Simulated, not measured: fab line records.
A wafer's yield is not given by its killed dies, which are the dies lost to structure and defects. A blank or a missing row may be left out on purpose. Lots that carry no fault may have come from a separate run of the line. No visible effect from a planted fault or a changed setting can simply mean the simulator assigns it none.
Matching of chambers || flow sky130 || 4 sister chambers for SKY_METAL4_ETCH_17 on rie diel-03
The step etches SiO2 in C4F8/O2/Ar, stops on TiN, time 3.9 s, target depth 15 nm. 18 wafers are shown with their chamber, then 9 later ones without.

## WAFERS PAIRED WITH THEIR CHAMBERS
{"wafer": "L074.2", "chamber": 1, "bias w (W)": 1195, "oes product au (a.u.)": 0.734}
{"wafer": "L074.4", "chamber": 0, "bias w (W)": 1201, "oes product au (a.u.)": 0.747}
{"wafer": "L074.6", "chamber": 3, "bias w (W)": 1202, "oes product au (a.u.)": 0.754}
{"wafer": "L079.4", "chamber": 1, "bias w (W)": 1201, "oes product au (a.u.)": 0.770}
{"wafer": "L079.5", "chamber": 3, "bias w (W)": 1206, "oes product au (a.u.)": 0.765}
{"wafer": "L079.6", "chamber": 0, "bias w (W)": 1199, "oes product au (a.u.)": 0.766}
{"wafer": "L080.1", "chamber": 1, "bias w (W)": 1204, "oes product au (a.u.)": 0.758}
{"wafer": "L080.2", "chamber": 0, "bias w (W)": 1194, "oes product au (a.u.)": 0.750}
{"wafer": "L080.5", "chamber": 0, "bias w (W)": 1195, "oes product au (a.u.)": 0.757}
{"wafer": "L082.1", "chamber": 1, "bias w (W)": 1200, "oes product au (a.u.)": 0.748}
{"wafer": "L082.4", "chamber": 2, "bias w (W)": 1201, "oes product au (a.u.)": 0.752}
{"wafer": "L082.6", "chamber": 2, "bias w (W)": 1201, "oes product au (a.u.)": 0.749}
{"wafer": "L089.2", "chamber": 3, "bias w (W)": 1200, "oes product au (a.u.)": 0.744}
{"wafer": "L089.3", "chamber": 1, "bias w (W)": 1202, "oes product au (a.u.)": 0.755}
{"wafer": "L089.4", "chamber": 0, "bias w (W)": 1198, "oes product au (a.u.)": 0.754}
{"wafer": "L090.1", "chamber": 0, "bias w (W)": 1201, "oes product au (a.u.)": 0.762}
{"wafer": "L090.4", "chamber": 2, "bias w (W)": 1200, "oes product au (a.u.)": 0.757}
{"wafer": "L090.6", "chamber": 0, "bias w (W)": 1198, "oes product au (a.u.)": 0.763}

SIGNATURES (means of the wafers above)
{"reading": "bias w", "chamber 0": 1198.00, "chamber 1": 1200.40, "chamber 2": 1200.67, "chamber 3": 1202.67, "scatter within a chamber": 2.78}
{"reading": "oes product au", "chamber 0": 0.75700, "chamber 1": 0.75300, "chamber 2": 0.75267, "chamber 3": 0.75433, "scatter within a chamber": 0.00948}
Rule: for a wafer and a chamber, the distance is found by dividing, reading by reading, the gap between the wafer's reading and the chamber's mean by the reading's scatter, squaring, summing and taking the root. The wafer belongs to the nearest chamber; if the next one is less than 2 further off, it can't be placed. How the scatter is found: for the shown wafers, subtract from each reading the mean of its chamber, square and add these, divide the total by (wafers less chambers), then take the root.

## WAFERS WHOSE CHAMBER IS MISSING
{"wafer": "L092.1", "bias w (W)": 1197, "oes product au (a.u.)": 0.753}
{"wafer": "L092.3", "bias w (W)": 1194, "oes product au (a.u.)": 0.759}
{"wafer": "L092.4", "bias w (W)": 1193, "oes product au (a.u.)": 0.765}
{"wafer": "L094.1", "bias w (W)": 1211, "oes product au (a.u.)": 0.750}
{"wafer": "L094.4", "bias w (W)": 1199, "oes product au (a.u.)": 0.756}
{"wafer": "L094.6", "bias w (W)": 1202, "oes product au (a.u.)": 0.750}
{"wafer": "L096.2", "bias w (W)": 1211, "oes product au (a.u.)": 0.755}
{"wafer": "L096.4", "bias w (W)": 1207, "oes product au (a.u.)": 0.760}
{"wafer": "L096.5", "bias w (W)": 1201, "oes product au (a.u.)": 0.762}

## EACH ONE'S CHAMBER
{"wafer": "L092.1", "from the rows above": "can't be placed: 0 or 1 or 2 or 3", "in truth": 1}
{"wafer": "L092.3", "from the rows above": "can't be placed: 0 or 1 or 2 or 3", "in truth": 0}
{"wafer": "L092.4", "from the rows above": "can't be placed: 0 or 1 or 2 or 3", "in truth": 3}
{"wafer": "L094.1", "from the rows above": "can't be placed: 3 or 2 or 1 or 0", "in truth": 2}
{"wafer": "L094.4", "from the rows above": "can't be placed: 0 or 1 or 2 or 3", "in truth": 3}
{"wafer": "L094.6", "from the rows above": "can't be placed: 3 or 2 or 1 or 0", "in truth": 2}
{"wafer": "L096.2", "from the rows above": "can't be placed: 3 or 2 or 1 or 0", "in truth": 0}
{"wafer": "L096.4", "from the rows above": "can't be placed: 3 or 2 or 1 or 0", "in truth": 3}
{"wafer": "L096.5", "from the rows above": "can't be placed: 1 or 2 or 3 or 0", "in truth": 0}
0 of 9 placed correctly. Unplaceable from these rows: 9, with the true chamber sitting among the candidates in 9. Placed wrongly: 0.
